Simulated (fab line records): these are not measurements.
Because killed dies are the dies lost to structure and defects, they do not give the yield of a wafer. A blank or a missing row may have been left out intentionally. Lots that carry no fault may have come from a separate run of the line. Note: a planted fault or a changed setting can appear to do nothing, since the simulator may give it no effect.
Problem report, 8D (eight disciplines) form, completed by code || flow gf180mcu || the parts of the form that need people (team, actions taken, sign-off) are left out

== 1. THE ISSUE ==
Wafers without a fault read 131.2 s, standard deviation 0.52; run length s at GF_STI_ETCH_14 reads a mean of 136.6 s on 2 wafers belonging to 2 lots. Relative to the usual mean, that is a shift of +10 standard deviations.
The step: etches Si in HBr/Cl2/O2, target depth 360 nm, time 102.9 s.
First seen on wafer L809.3, day 4 21:36, on rie si-01. The record has a number at this step for 42 wafers belonging to 14 lots. Rule for "out", or "out of limits": more than 4 standard deviations from the usual mean. The rest of the wafers with a number are treated as sound.

== 2. WHAT IT IS AND WHAT IT IS NOT ==
{"question": "which readings at this step", "is": "run length s", "is not": "drypump motor current A, he backside leak sccm, oes product au, throttle valve pct"}
{"question": "which lots", "is": "L809, L812", "is not": "L796, L797, L798, L799, L800, L801, L802, L803, L806, L814, L817, L818"}
{"question": "which wafers of those lots", "is": "L809.3, L812.1", "is not": "L809.5, L809.6, L812.2, L812.3"}
{"question": "read on which tools", "is": "rie si-01", "is not": "rie si-02"}
{"question": "when", "is": "from day 4 21:36", "is not": "up to then (29 sound wafers); but 11 sound wafers of L812, L814, L817, L818 came after"}

== 3. WHAT RULES OUT EACH SUSPECT ==
Counting: a tool at a process step up to the reading stays a suspect if it ran every lot that is out. Sound lots after the first of them don't rule it out here, since some wafers of a struck lot are sound.
- rie si-01 at GF_STI_ETCH_14 (etches Si in HBr/Cl2/O2, target depth 360 nm, time 102.9 s): kept. Ran every lot that is out, first one L809 (day 4 21:36); last sound lot up to then L806 (day 4 05:01). Its own readings are out on those wafers: run length s.
- In rie si-01 at GF_STI_ETCH_14, the wafers that are out were processed in chamber 2 and their sound lot-mates in chambers 0, 1, 3.
Remaining after the count: rie si-01 at GF_STI_ETCH_14.

== 4. THE CAUSE (what the simulator had put in) ==
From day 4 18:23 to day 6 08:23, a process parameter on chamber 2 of rie si-01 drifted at GF_STI_ETCH_14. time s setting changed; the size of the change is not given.
This tool alone remained once counting was done.

== 5. THE CHAIN OF EFFECTS, in route order ==
Each row: a reading whose mean over the struck wafers that have a number lies more than 3 standard deviations from the usual. Only readings whose record carries a usual standard deviation are examined. hours: median over the lots of the time between each lot's start at the first step of this table that gives one and its start at this step. sigmas: the change, counted in usual standard deviations.
{"hours": 0, "step": "GF_STI_ETCH_14", "reading": "run length s", "usual": "131.2 s", "on struck wafers": 136.6, "change": "+5.4", "sigmas": "+10"}
The process steps in it:
- GF_STI_ETCH_14: etches Si in HBr/Cl2/O2, target depth 360 nm, time 102.9 s.
Later steps that measure or inspect, where all struck wafers having a row at the step show a number for every such reading and not one has moved that far: GF_V1_THK_MEAS_01, GF_V1_THK_MEAS_03, GF_V1_BOW_MEAS_05.

== 6. HOW IT WOULD HAVE BEEN CAUGHT EARLIER ==
In this record the first reading out of limits was taken at day 4 21:36, 3 hours after the fault began at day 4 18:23.
